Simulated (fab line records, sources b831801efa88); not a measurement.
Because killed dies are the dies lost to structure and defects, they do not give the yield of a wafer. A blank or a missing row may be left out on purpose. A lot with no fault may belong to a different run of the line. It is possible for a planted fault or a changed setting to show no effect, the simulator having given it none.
8D (eight disciplines) problem report, filled in by code || flow sky130 || the parts of the form that need people (team, actions taken, sign-off) are left out

## 1. THE PROBLEM
Mean SD_N_RS at SKY_SD_N_RS_MEAS_16: 74.72 ohm/sq over 6 wafers in 2 lots; fault-free wafers: 68.53 ohm/sq, standard deviation 0.1. That is +62 standard deviations from the usual mean.
The step: measures by four-point-probe.
Seen first at day 33 18:30 on film-metro-02, wafer L869.1. The record has a number at this step for 42 wafers belonging to 14 lots. Rule for "out" (also "out of limits"): further than 4 standard deviations from the usual mean. Any other wafer with a number is counted as sound.

## 2. WHAT IT IS, WHAT IT ISN'T
{"question": "which readings at this step", "is": "SD_N_RS", "is not": "-"}
{"question": "which lots", "is": "L869, L871", "is not": "L854, L856, L858, L859, L860, L861, L863, L864, L865, L866, L867, L874"}
{"question": "which wafers of those lots", "is": "all that have a number", "is not": "-"}
{"question": "read on which gauges", "is": "film-metro-02", "is not": "film-metro-01, film-metro-03"}
{"question": "when", "is": "from day 33 18:30", "is not": "up to then (33 sound wafers); but 3 sound wafers of L874 came after"}

## 3. SUSPECTS, AND WHAT RULES EACH OUT
Counting: any tool at a process step up to the reading is kept as a suspect provided that every lot that is out went through it and no sound lot did after the first of them.
- ruled out: the gauge at SKY_SD_N_RS_MEAS_16. All the wafers that are out were read on film-metro-02, but those of them that SKY_SD_N_RTA_14 has rows for are out there too, on other tools.
- rtp-anneal-01 at SKY_SD_N_RTA_14 (time 2 s): kept. Every lot that is out went through it, starting with L869 (day 33 18:20), and after that it ran no sound lot; the last sound lot it ran before then is L867 (day 33 07:11). Its own readings are out on those wafers: lamp-power-pct.
Remaining after the count: rtp-anneal-01 at SKY_SD_N_RTA_14.

## 4. THE CAUSE (what the simulator had put in)
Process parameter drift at SKY_SD_N_RTA_14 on rtp-anneal-01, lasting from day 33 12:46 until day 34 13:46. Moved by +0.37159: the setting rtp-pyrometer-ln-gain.
The count eliminated every tool but this one.

## 5. SEQUENCE OF EFFECTS, ordered by route
Each row: a reading whose mean over the struck wafers that have a number lies more than 3 standard deviations from the usual. Readings are gone through only where the record gives a usual standard deviation; hours: the median, over the lots, of the time from a lot's start at the first step in this table giving one to that lot's start at this step; sigmas: the change measured in usual standard deviations.
{"hours": 0, "step": "SKY_SD_N_RTA_14", "reading": "lamp-power-pct", "usual": "15.73 %", "on struck wafers": 14.29, "change": -1.45, "sigmas": -29}
{"hours": 0, "step": "SKY_SD_N_RS_MEAS_16", "reading": "SD_N_RS", "usual": "68.53 ohm/sq", "on struck wafers": 74.72, "change": "+6.19", "sigmas": "+62"}
{"hours": 0, "step": "SKY_SD_N_RS_MEAS_17", "reading": "SD_P_RS", "usual": "147.0 ohm/sq", "on struck wafers": 185.5, "change": "+38.5", "sigmas": "+99 or more"}
The process steps in it:
- SKY_SD_N_RTA_14: time 2 s.

## 6. HOW IT WOULD HAVE BEEN CAUGHT EARLIER
The first out-of-limits reading at a measuring or inspecting step in this record came at day 33 18:30, 6 hours after the fault's start at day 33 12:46.
Tool's own readings at SKY_SD_N_RTA_14, lamp-power-pct: out on all struck wafers the step has rows for; an alarm limit on them would have tripped on the first.
L871, from the lots that are out (2), started SKY_SD_N_RTA_14 on rtp-anneal-01 later than day 33 18:30. Had the tool been put on hold then, it would have been spared.
